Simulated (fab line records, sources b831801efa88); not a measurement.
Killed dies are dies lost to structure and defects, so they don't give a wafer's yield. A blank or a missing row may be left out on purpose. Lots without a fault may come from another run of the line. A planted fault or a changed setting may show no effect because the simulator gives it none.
Which tool did it? | flow sky130 | 14 lots, 42 wafers sampled, at 4 steps of a route of 708

WHAT THE GAUGES READ, wafer by wafer
SKY_FIELD_ISO_CD_MEAS_13: target cd 150 nm.
lot  | measured    | on        | cd_nm (nm)
L237 | day 2 10:26 | cd_sem-01 | 149.4 150.0 149.9
L238 | day 2 14:25 | cd_sem-01 | 149.4 149.5 149.1
L239 | day 2 20:11 | cd_sem-01 | 150.4 150.9 149.5
L240 | day 3 03:19 | cd_sem-01 | 147.0 146.2 148.0
L242 | day 3 14:11 | cd_sem-01 | 150.5 151.0 149.3
L244 | day 3 23:59 | cd_sem-01 | 148.9 150.5 151.3
L246 | day 4 08:43 | cd_sem-01 | 152.0 152.1 151.0
L252 | day 5 16:34 | cd_sem-02 | 154.3 153.8 154.1
L253 | day 5 20:43 | cd_sem-02 | 151.4 151.5 151.1
L254 | day 6 01:58 | cd_sem-02 | 149.8 150.1 149.9
L255 | day 6 07:58 | cd_sem-01 | 149.2 148.7 148.8
L256 | day 6 13:46 | cd_sem-02 | 148.9 147.7 148.8
L257 | day 6 19:47 | cd_sem-02 | 150.3 147.4 149.0
L258 | day 6 22:59 | cd_sem-01 | 151.9 151.2 152.1

SKY_METAL1_THK_MEAS_06: measures by xrf.
lot  | measured     | on            | METAL1_ALCU_THK (nm)
L237 | day 32 07:25 | film_metro-02 | 249 247 252
L238 | day 32 14:44 | film_metro-04 | 248 246 248
L239 | day 32 16:50 | film_metro-02 | 250 252 247
L240 | day 33 01:23 | film_metro-04 | 242 244 241
L242 | day 33 19:02 | film_metro-03 | 246 245 247
L244 | day 34 12:41 | film_metro-02 | 256 252 256
L246 | day 35 00:14 | film_metro-02 | 245 249 251
L252 | day 36 23:05 | film_metro-02 | 247 251 247
L253 | day 37 01:44 | film_metro-02 | 250 247 247
L254 | day 37 03:02 | film_metro-04 | 245 249 249
L255 | day 37 20:05 | film_metro-03 | 255 258 254
L256 | day 38 00:26 | film_metro-04 | 251 250 254
L257 | day 38 04:57 | film_metro-03 | 249 251 249
L258 | day 38 13:46 | film_metro-02 | 246 246 247

SKY_VIA1_CD_MEAS_12: target cd 150 nm.
lot  | measured     | on        | cd_nm (nm)
L237 | day 34 15:11 | cd_sem-02 | 150.4 149.8 150.0
L238 | day 34 21:31 | cd_sem-02 | 149.7 149.4 150.3
L239 | day 34 23:04 | cd_sem-01 | 148.9 150.4 151.2
L240 | day 35 08:40 | cd_sem-02 | 148.2 150.3 150.2
L242 | day 36 01:04 | cd_sem-02 | 151.3 150.0 151.1
L244 | day 36 18:22 | cd_sem-01 | 151.6 151.0 151.4
L246 | day 37 05:53 | cd_sem-02 | 152.8 149.8 152.6
L252 | day 39 04:29 | cd_sem-02 | 146.2 147.4 148.3
L253 | day 39 06:29 | cd_sem-02 | 148.5 146.9 149.3
L254 | day 39 07:50 | cd_sem-01 | 148.3 150.1 149.4
L255 | day 40 00:07 | cd_sem-01 | 153.2 153.1 155.3
L256 | day 40 03:59 | cd_sem-02 | 150.6 148.8 150.2
L257 | day 40 07:28 | cd_sem-01 | 152.8 153.3 153.4
L258 | day 40 16:14 | cd_sem-02 | 151.4 151.1 148.8

WHICH TOOL RAN EACH LOT (tool, then ch and the chambers of the sampled wafers, then the start)
lot  | SKY_LDD_N_IMPLANT_13
L237 | implanter-03 ch 0, day 18 10:55
L238 | implanter-03 ch 0, day 18 19:55
L239 | implanter-02 ch 0, day 18 22:04
L240 | implanter-03 ch 0, day 19 07:23
L242 | implanter-04 ch 0, day 20 01:49
L244 | implanter-04 ch 0, day 21 00:35
L246 | implanter-02 ch 0, day 21 14:40
L252 | implanter-03 ch 0, day 23 19:10
L253 | implanter-04 ch 0, day 23 21:55
L254 | implanter-03 ch 0, day 24 00:55
L255 | implanter-02 ch 0, day 24 22:43
L256 | implanter-03 ch 0, day 24 23:28
L257 | implanter-04 ch 0, day 25 03:52
L258 | implanter-02 ch 0, day 25 16:25
- SKY_LDD_N_IMPLANT_13

WHAT THE TOOLS THEMSELVES READ (means of the sampled wafers that have a number; where no wafer has one, the mark that the record gives instead)
SKY_LDD_N_IMPLANT_13.
lot  | tool         | beam_energy_keV
L237 | implanter-03 | 50.008
L238 | implanter-03 | 49.997
L239 | implanter-02 | 50.002
L240 | implanter-03 | 50.009
L242 | implanter-04 | 50.002
L244 | implanter-04 | 50.005
L246 | implanter-02 | 50.017
L252 | implanter-03 | 49.995
L253 | implanter-04 | 50.002
L254 | implanter-03 | 49.994
L255 | implanter-02 | 49.996
L256 | implanter-03 | 50.007
L257 | implanter-04 | 49.982
L258 | implanter-02 | 49.999

THE ANSWER, worked out from the rows above alone
Rule: what is usual is taken from the lots themselves. Put in order of their means at a reading, lots are off if they are a third of the lots or fewer, leave a main group of 4 or more, and stand apart from it by a gap of 3 or more times the standard deviation of the main group's means; of several such gaps the widest counts. A main group whose means are all the same, to the digits that the tables above print for the reading, isn't used. A lot without any number at a reading at which 4 lots or more have one is off too. The other lots that the step has rows for count as sound. The gauges are gone through in route order, then the tools' own readings, and for those a lot's mean is taken as printed above. The first step at which some lot is off is used, and at that step the reading that is off furthest; a lot without a number counts as furthest.
No lot is off at any reading shown: from this, nothing can be told.

WHAT THE SIMULATOR HAD PUT IN
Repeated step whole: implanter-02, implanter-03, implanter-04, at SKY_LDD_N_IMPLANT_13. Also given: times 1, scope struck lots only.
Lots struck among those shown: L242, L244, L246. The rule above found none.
